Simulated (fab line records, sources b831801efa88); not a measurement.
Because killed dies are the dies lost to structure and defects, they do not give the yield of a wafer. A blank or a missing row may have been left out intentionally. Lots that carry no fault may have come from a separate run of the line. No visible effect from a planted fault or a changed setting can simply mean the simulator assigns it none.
Matching of chambers / flow sky130 / SKY_CONTACT_ETCH_17 on rieDiel-02 has 4 sister chambers
The step etches SiO2 in C4F8/O2/Ar, stops on Si3N4, target depth 340 nm. 4 wafers are shown with their chamber, then 7 later ones without.

## WAFERS, EACH WITH ITS CHAMBER
wafer=L733.2; chamber=3; rfFwdPowerW (W)=1491
wafer=L733.3; chamber=0; rfFwdPowerW (W)=1478
wafer=L737.1; chamber=2; rfFwdPowerW (W)=1491
wafer=L737.3; chamber=1; rfFwdPowerW (W)=1496

## WAFERS WITHOUT THEIR CHAMBER
wafer=L737.4; rfFwdPowerW (W)=1488
wafer=L739.3; rfFwdPowerW (W)=1483
wafer=L739.4; rfFwdPowerW (W)=1489
wafer=L739.5; rfFwdPowerW (W)=1487
wafer=L741.1; rfFwdPowerW (W)=1490
wafer=L741.2; rfFwdPowerW (W)=1494
wafer=L741.4; rfFwdPowerW (W)=1482

## WHICH CHAMBER EACH ONE RAN IN
wafer=L737.4; from the rows above=can't be placed: 2 or 3 or 1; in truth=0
wafer=L739.3; from the rows above=can't be placed: 0 or 2 or 3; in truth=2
wafer=L739.4; from the rows above=can't be placed: 2 or 3 or 1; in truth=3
wafer=L739.5; from the rows above=can't be placed: 2 or 3 or 0 or 1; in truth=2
wafer=L741.1; from the rows above=can't be placed: 2 or 3 or 1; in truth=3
wafer=L741.2; from the rows above=can't be placed: 1 or 2 or 3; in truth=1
wafer=L741.4; from the rows above=can't be placed: 0 or 2 or 3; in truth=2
Correctly placed: 0 of 7. Not placeable from these rows: 7 (in 6, the candidates include the true chamber). Number placed wrongly: 0.
How it was worked out, from the rows above alone: a wafer's distance from a chamber is the root of the sum, over the readings, of the square of ((its reading less the chamber's mean) divided by the reading's scatter). If the next closest chamber is less than 2 further off than the closest, the wafer can't be placed; otherwise it belongs to the closest. For every chamber, the mean is computed from those of its wafers that are shown. The scatter (one wafer shown for each chamber): square how far every hidden wafer sits from the nearest shown wafer, average those squares and take the square root.
